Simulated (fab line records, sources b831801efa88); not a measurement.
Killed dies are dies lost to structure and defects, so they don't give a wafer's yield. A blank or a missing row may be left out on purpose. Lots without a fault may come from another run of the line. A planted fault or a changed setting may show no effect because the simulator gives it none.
A struck lot beside a sound one | flow sky130 | 17 steps out of a route of 708
Sound: wafers L121.1, L121.4, L121.5. Struck: wafers L127.2, L127.4, L127.6. The cause comes at the end.
At each step with rows: each side's tool, then ch and its chambers, then its first start. Under that, the readings that differ: sound wafers | struck wafers | difference of the means | sigmas: that difference in standard deviations of wafers without a fault.
alike: readings whose means differ by less than 2 such deviations, and words and numbers that are the same on both sides. not compared: withheld readings, readings that some wafer has no value for, bounds like >300 that may hide the same value, and numbers for which the record gives no deviation and whose values overlap.
The two part at a step that has a row with sigmas, a row that says differs or no value, or rows on one side only. Numbers that don't overlap but have no deviation are shown without sigmas and don't part them. A reading that every wafer of one side lacks parts them only if that side has two wafers or more.

SKY_METAL5_SPUTTER_01: material TiN, target thk 20 nm, time 16.7 s.
  sound on pvd_sputter-01, day 43 13:44; struck on pvd_sputter-04, day 45 23:39
  alike: throttle_valve_pct
SKY_METAL5_SPUTTER_02: material AlCu, target thk 1150 nm, time 61.2 s.
  sound on pvd_sputter-01, day 43 13:45; struck on pvd_sputter-04, day 45 23:40
  alike: throttle_valve_pct
SKY_METAL5_SPUTTER_03: material Ti, target thk 5 nm, time 3.3 s.
  sound on pvd_sputter-01, day 43 13:48; struck on pvd_sputter-04, day 45 23:43
  alike: throttle_valve_pct
SKY_METAL5_SPUTTER_04: material TiN, target thk 70 nm, time 58.3 s.
  sound on pvd_sputter-01, day 43 13:49; struck on pvd_sputter-04, day 45 23:44
  alike: throttle_valve_pct
SKY_METAL5_RS_MEAS_05: measures by four-point-probe.
  sound on film_metro-02, day 43 13:52; struck on film_metro-04, day 45 23:49
  alike: METAL5_ALCU_RS
SKY_METAL5_THK_MEAS_06: measures by xrf.
  sound on film_metro-02, day 43 13:59; struck on film_metro-04, day 45 23:55
  alike: METAL5_ALCU_THK
then, 6 steps without rows for these wafers: SKY_METAL5_DEHYDRATE_07 (time 60 s); SKY_METAL5_HMDS_08 (prime time 60 s); SKY_METAL5_COAT_09 (resist thk 1800 nm); SKY_METAL5_SOFTBAKE_10 (time 60 s); SKY_METAL5_EXPOSE_11 (exposes mask MM5, target cd 1600 nm); SKY_METAL5_PEB_12.
SKY_METAL5_DEVELOP_13: develop time 60 s.
  sound on litho_track-02 ch 0, day 44 12:02; struck on litho_track-04 ch 0, day 46 20:41
SKY_METAL5_DESCUM_14: chemistry O2, time 11 s.
  sound on rie_metal-03 ch 0,1, day 44 12:11; struck on rie_metal-03 ch 0, day 46 20:49
  reading                      | sound          | struck         | difference | sigmas
  he_backside_leak_sccm (sccm) | 3.20 3.84 3.76 | 3.17 3.13 3.22 | -0.43      | -2
  model.METAL5.cd_nm (nm)      | 1601 1601 1601 | 1613 1614 1616 | +13        |
  alike: drypump_motor_current_A, oes_product_au
  not compared: rf_hours_counter_h
SKY_METAL5_METAL_ETCH_15: etches the open film in Cl2/BCl3, stops on SiO2, target depth 1260 nm, time 252 s.
  sound on rie_metal-03 ch 0,1, day 44 12:13; struck on rie_metal-03 ch 0, day 46 20:51
  alike: drypump_motor_current_A, he_backside_leak_sccm, oes_product_au, throttle_valve_pct
  not compared: rf_hours_counter_h, model.METAL5.cd_nm
SKY_METAL5_STRIP_16: strips in O2/N2.
  sound on plasma_asher-03 ch 1, day 44 12:27; struck on plasma_asher-03 ch 0, day 46 21:05
  alike: drypump_motor_current_A, o2_flow_sccm, oes_product_au, strip_time_to_endpoint_s
  not compared: rf_hours_counter_h
SKY_PAD_OPEN_PROBE_99:
  sound on prober-02, day 46 13:33; struck on prober-01, day 48 14:13
  reading                        | sound          | struck         | difference | sigmas
  model.etest.met5.width_nm (nm) | 1617 1611 1612 | 1619 1624 1618 | +7         |
  alike: defect_limited_yield, killed_at_M0_to_M3, killed_at_M4_up, killed_at_contacts, killed_at_front_end, killed_at_other, killed_dies, killed_open, killed_short, sort_bin_3_pad_short, sort_bin_5_function, sort_bin_6_memory, sort_n_pass, sort_yield_pct

WHERE THEY PART
Only at SKY_METAL5_DESCUM_14, within this record. Later steps at which nothing parts them and some readings are alike: SKY_METAL5_METAL_ETCH_15, SKY_METAL5_STRIP_16, SKY_PAD_OPEN_PROBE_99.

WHY: what the simulator had put in
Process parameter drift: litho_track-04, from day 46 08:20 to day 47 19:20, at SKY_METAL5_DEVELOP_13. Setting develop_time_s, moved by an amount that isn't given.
